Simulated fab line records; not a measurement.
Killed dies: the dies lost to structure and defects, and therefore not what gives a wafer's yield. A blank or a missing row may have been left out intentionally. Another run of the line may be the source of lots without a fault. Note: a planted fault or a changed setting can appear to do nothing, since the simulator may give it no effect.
The same fault as seen by 2 desks || flow gf180mcu || each desk holds nothing but its own numbers, with what lay behind them at the end

AT THE METROLOGY DESK
What the gauges read, lot by lot, whatever tool the lot ran on: means of the sampled wafers that have a number. Marked OUT: a lot whose mean sits more than 4 standard deviations from the usual mean, which makes it out of limits; the brackets give that distance.
Columns: A = V3_BOW at GF_V3_BOW_MEAS_05, usual 115 um; B = MIM_ALCU_RS at GF_MIM_RS_MEAS_10, usual 0.1661 ohm/sq; C = MIM_ALCU_THK at GF_MIM_THK_MEAS_11, usual 193.6 nm
{"lot": "L608", "first seen here": "day 21 13:50", "A": 116, "B": 0.1663, "C": 192.9}
{"lot": "L609", "first seen here": "day 21 14:57", "A": 122, "B": 0.1687, "C": 191.4}
{"lot": "L612", "first seen here": "day 23 04:11", "A": 121, "B": 0.1657, "C": 193.5}
{"lot": "L613", "first seen here": "day 23 06:27", "A": 115, "B": 0.1651, "C": 194.9}
{"lot": "L618", "first seen here": "day 25 05:07", "A": 116, "B": 0.1681, "C": 190.2}
{"lot": "L621", "first seen here": "day 26 04:35", "A": 111, "B": "0.1725 (+4.6) OUT", "C": 188.8}
{"lot": "L628", "first seen here": "day 28 07:03", "A": 112, "B": 0.1651, "C": 194.5}
{"lot": "L630", "first seen here": "day 28 15:37", "A": 126, "B": 0.1684, "C": 191.1}
{"lot": "L631", "first seen here": "day 29 01:59", "A": 127, "B": 0.1655, "C": 193.2}
This desk's result: L621 out of limits, first on L621 (MIM_ALCU_RS at GF_MIM_RS_MEAS_10), day 28 23:09. Within limits: L608, L609, L612, L613, L618, L628, L630, L631.

DESK OF THE TOOL OWNER: pvd_sputter-01
The tool's own readings at GF_MIM_SPUTTER_08 (material AlCu, target thk 200 nm, time 10.6 s): means of the sampled wafers that have a number, for each lot that ran on this tool. Marked OUT: a lot whose mean sits more than 4 standard deviations from the usual mean, which makes it out of limits; the brackets give that distance.
Columns: A = chamber_pressure_pa at GF_MIM_SPUTTER_08, usual 0.4001 Pa; B = throttle_valve_pct at GF_MIM_SPUTTER_08, usual 29.8 %
{"lot": "L612", "first seen here": "day 26 02:43", "A": 0.3991, "B": 29.6}
{"lot": "L618", "first seen here": "day 28 00:10", "A": 0.3997, "B": 30.1}
{"lot": "L621", "first seen here": "day 28 23:05", "A": 0.4004, "B": 29.6}
This desk found nothing out of limits on any of the 3 lots.

PUT TOGETHER
At day 28 23:09 the metrology desk could have sounded an alarm, on L621.
The tool owner's desk saw nothing out of limits.
Tool owner's desk: L621 on record, inside its limits.
All the named lots went through GF_MIM_SPUTTER_08 on pvd_sputter-01.

WHAT WAS PUT IN BY THE SIMULATOR
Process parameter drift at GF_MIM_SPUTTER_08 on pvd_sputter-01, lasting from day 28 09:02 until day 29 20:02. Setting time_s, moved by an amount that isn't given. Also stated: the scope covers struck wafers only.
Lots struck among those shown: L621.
Per desk, hours elapsed from the start of the fault to the first reading out of limits: for the metrology desk, 14.
